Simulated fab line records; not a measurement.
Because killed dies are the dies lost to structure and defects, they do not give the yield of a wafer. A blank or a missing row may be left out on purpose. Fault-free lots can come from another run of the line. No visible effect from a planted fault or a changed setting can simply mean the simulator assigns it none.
Problem report in the 8D (eight disciplines) form, filled by code    flow sfq-line    the parts of the form that need people (team, actions taken, sign-off) are left out

## 1. THE ISSUE
bias-w at SFQ_TRILAYER_M0_BARC_OPEN_METAL_ETCH_031 reads a mean of 83.41 W on 2 wafers of 2 lots; wafers without a fault read 79.95 W with a standard deviation of 0.24. That is +14 standard deviations from the usual mean.
The step: etches BARC in O2, target depth 125 nm, time 41.7 s.
First seen on wafer L743.2, day 17 18:19, on rie-metal-02. The record holds 42 wafers of 14 lots with a number at this step. Rule for "out" (also "out of limits"): further than 4 standard deviations from the usual mean. The rest of the wafers with a number are treated as sound.

## 2. WHAT IT IS; WHAT IT IS NOT
question                     is                 is not
which readings at this step  bias-w             drypump-motor-current-A, rf-fwd-power-W
which lots                   L743, L744         L726, L727, L729, L730, L731, L732, L733, L734, L737, L742, L746, L748
which wafers of those lots   L743.2, L744.1     L743.3, L743.6, L744.4, L744.5
read on which tools          rie-metal-02       rie-metal-01, rie-metal-03
when                         from day 17 18:19  up to then (32 sound wafers); but 8 sound wafers of L744, L746, L748 came after

## 3. THE SUSPECTS, EACH WITH WHAT RULES IT OUT
Counting: if a tool at a process step up to the reading ran every lot that is out, it stays a suspect. Sound lots after the first of them don't rule it out here, since some wafers of a struck lot are sound.
- rie-metal-02 at SFQ_TRILAYER_M0_BARC_OPEN_METAL_ETCH_031 (etches BARC in O2, target depth 125 nm, time 41.7 s): kept. It ran every lot that is out, first L743 (day 17 18:19); its last sound lot up to then is L742 (day 17 05:13). Out on those wafers are its own readings of bias-w.
- Within rie-metal-02 at SFQ_TRILAYER_M0_BARC_OPEN_METAL_ETCH_031: the wafers that are out ran in chamber 0; their sound lot-mates ran in chamber 1.
After counting, what remains is rie-metal-02 at SFQ_TRILAYER_M0_BARC_OPEN_METAL_ETCH_031.

## 4. THE CAUSE (what the simulator had put in)
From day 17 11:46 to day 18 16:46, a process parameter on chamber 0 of rie-metal-02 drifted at SFQ_TRILAYER_M0_BARC_OPEN_METAL_ETCH_031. Setting bias-w, moved by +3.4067, from 80. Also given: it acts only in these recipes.
After counting, this tool was the only one left.

## 5. THE CHAIN OF EFFECTS, in route order
Each row: a reading where the mean over the struck wafers with a number is more than 3 standard deviations away from the usual. Scope: only readings with a usual standard deviation given in the record; hours: median across lots of the time from each lot's start at the first step in this table that gives one to its start at this step; sigmas: change in usual standard deviations.
hours  step                                      reading  usual    on struck wafers  change  sigmas
0      SFQ_TRILAYER_M0_BARC_OPEN_METAL_ETCH_031  bias-w   79.95 W  83.41             +3.45   +14
It contains these process steps:
- SFQ_TRILAYER_M0_BARC_OPEN_METAL_ETCH_031: etches BARC in O2, target depth 125 nm, time 41.7 s.

## 6. HOW IT WOULD HAVE BEEN CAUGHT EARLIER
7 hours passed between the start of the fault at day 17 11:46 and the first reading out of limits in this record, taken at day 17 18:19.
